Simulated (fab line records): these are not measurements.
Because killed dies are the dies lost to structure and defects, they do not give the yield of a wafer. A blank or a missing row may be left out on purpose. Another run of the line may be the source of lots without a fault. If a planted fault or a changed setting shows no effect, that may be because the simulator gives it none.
Which tool is to blame? :: flow gf180mcu :: 18 wafers from 6 lots sampled at 5 of the route's 602 steps

## WHAT EACH GAUGE READ, for each wafer
GF_PASSIVATION_THK_MEAS_01.
lot: L910
measured: day 29 07:59
on: film_metro-03
PASSIVATION_CVD_00_THK (nm): 995 1022 1013

lot: L913
measured: day 30 05:56
on: film_metro-04
PASSIVATION_CVD_00_THK (nm): 983 989 992

lot: L915
measured: day 30 21:55
on: film_metro-01
PASSIVATION_CVD_00_THK (nm): 978 981 980

lot: L917
measured: day 31 09:45
on: film_metro-01
PASSIVATION_CVD_00_THK (nm): 993 983 999

lot: L921
measured: day 32 10:34
on: film_metro-03
PASSIVATION_CVD_00_THK (nm): 925 918 931

lot: L929
measured: day 34 06:09
on: film_metro-04
PASSIVATION_CVD_00_THK (nm): 1010 1009 1019

## WHAT TOOL EACH LOT RAN ON (gives the tool, then ch and the chambers of the sampled wafers, and finally the start)
lot: L910
GF_V5_CVD_23: cvd_w-01 ch 0,1, day 28 10:46
GF_V5_CMP_26: cmp-01 ch 1,3, day 28 11:01
GF_TOP_METAL_SPUTTER_02: pvd_sputter-04, day 28 11:27
GF_PASSIVATION_CVD_00: pecvd-02 ch 1,2, day 29 07:53

lot: L913
GF_V5_CVD_23: cvd_w-01 ch 0,1, day 29 09:41
GF_V5_CMP_26: cmp-02 ch 0,1,3, day 29 09:58
GF_TOP_METAL_SPUTTER_02: pvd_sputter-02, day 29 10:24
GF_PASSIVATION_CVD_00: pecvd-01 ch 0,2, day 30 05:51

lot: L915
GF_V5_CVD_23: cvd_w-01 ch 0,1, day 30 01:59
GF_V5_CMP_26: cmp-01 ch 2,3, day 30 02:14
GF_TOP_METAL_SPUTTER_02: pvd_sputter-04, day 30 02:40
GF_PASSIVATION_CVD_00: pecvd-01 ch 0,1, day 30 21:49

lot: L917
GF_V5_CVD_23: cvd_w-01 ch 0,1, day 30 13:53
GF_V5_CMP_26: cmp-01 ch 1,2,3, day 30 14:10
GF_TOP_METAL_SPUTTER_02: pvd_sputter-01, day 30 14:36
GF_PASSIVATION_CVD_00: pecvd-01 ch 0,1, day 31 09:40

lot: L921
GF_V5_CVD_23: cvd_w-02 ch 0,1, day 31 16:08
GF_V5_CMP_26: cmp-01 ch 1,2,3, day 31 16:32
GF_TOP_METAL_SPUTTER_02: pvd_sputter-04, day 31 16:52
GF_PASSIVATION_CVD_00: pecvd-01 ch 0,2, day 32 10:29

lot: L929
GF_V5_CVD_23: cvd_w-01 ch 0,1, day 33 12:32
GF_V5_CMP_26: cmp-02 ch 0,1,3, day 33 12:55
GF_TOP_METAL_SPUTTER_02: pvd_sputter-02, day 33 13:16
GF_PASSIVATION_CVD_00: pecvd-03 ch 0,2, day 34 06:04
- GF_V5_CVD_23: deposits W, target thk 350 nm, time 104.9 s.
- GF_V5_CMP_26: polishes, stops on SiO2, t overpolish 15 s, target thk 0 nm.
- GF_TOP_METAL_SPUTTER_02: material AlCu, target thk 900 nm, time 47.82 s.
- GF_PASSIVATION_CVD_00: deposits SiO2 from TEOS, target thk 1000 nm, time 111.95 s.

## THE ANSWER, worked out from the rows above alone
Rule: the usual values come from the lots themselves. Put in order of their means at a reading, lots are off if they are a third of the lots or fewer, leave a main group of 4 or more, and stand apart from it by a gap of 3 or more times the standard deviation of the main group's means; of several such gaps the widest counts. A main group whose means are all the same, to the digits that the tables above print for the reading, isn't used. Also off: a lot with no number at a reading for which 4 or more lots have one. Any other lot the step has rows for is counted as sound.
Off: at GF_PASSIVATION_THK_MEAS_01 (PASSIVATION_CVD_00_THK), L921. The main group: mean 996 nm, standard deviation 13.
If a tool, at a process step before that reading, ran all the lots that are off and no sound lot after the first of them, it fits. Those tools and the gauges at GF_PASSIVATION_THK_MEAS_01 are tried in the same way. Can't be told from this: 5 tools fit, cvd_w-02 at GF_V5_CVD_23, cmp-01 at GF_V5_CMP_26, pvd_sputter-04 at GF_TOP_METAL_SPUTTER_02, pecvd-01 at GF_PASSIVATION_CVD_00, film_metro-03 at GF_PASSIVATION_THK_MEAS_01.

## WHAT THE SIMULATOR HAD PUT IN
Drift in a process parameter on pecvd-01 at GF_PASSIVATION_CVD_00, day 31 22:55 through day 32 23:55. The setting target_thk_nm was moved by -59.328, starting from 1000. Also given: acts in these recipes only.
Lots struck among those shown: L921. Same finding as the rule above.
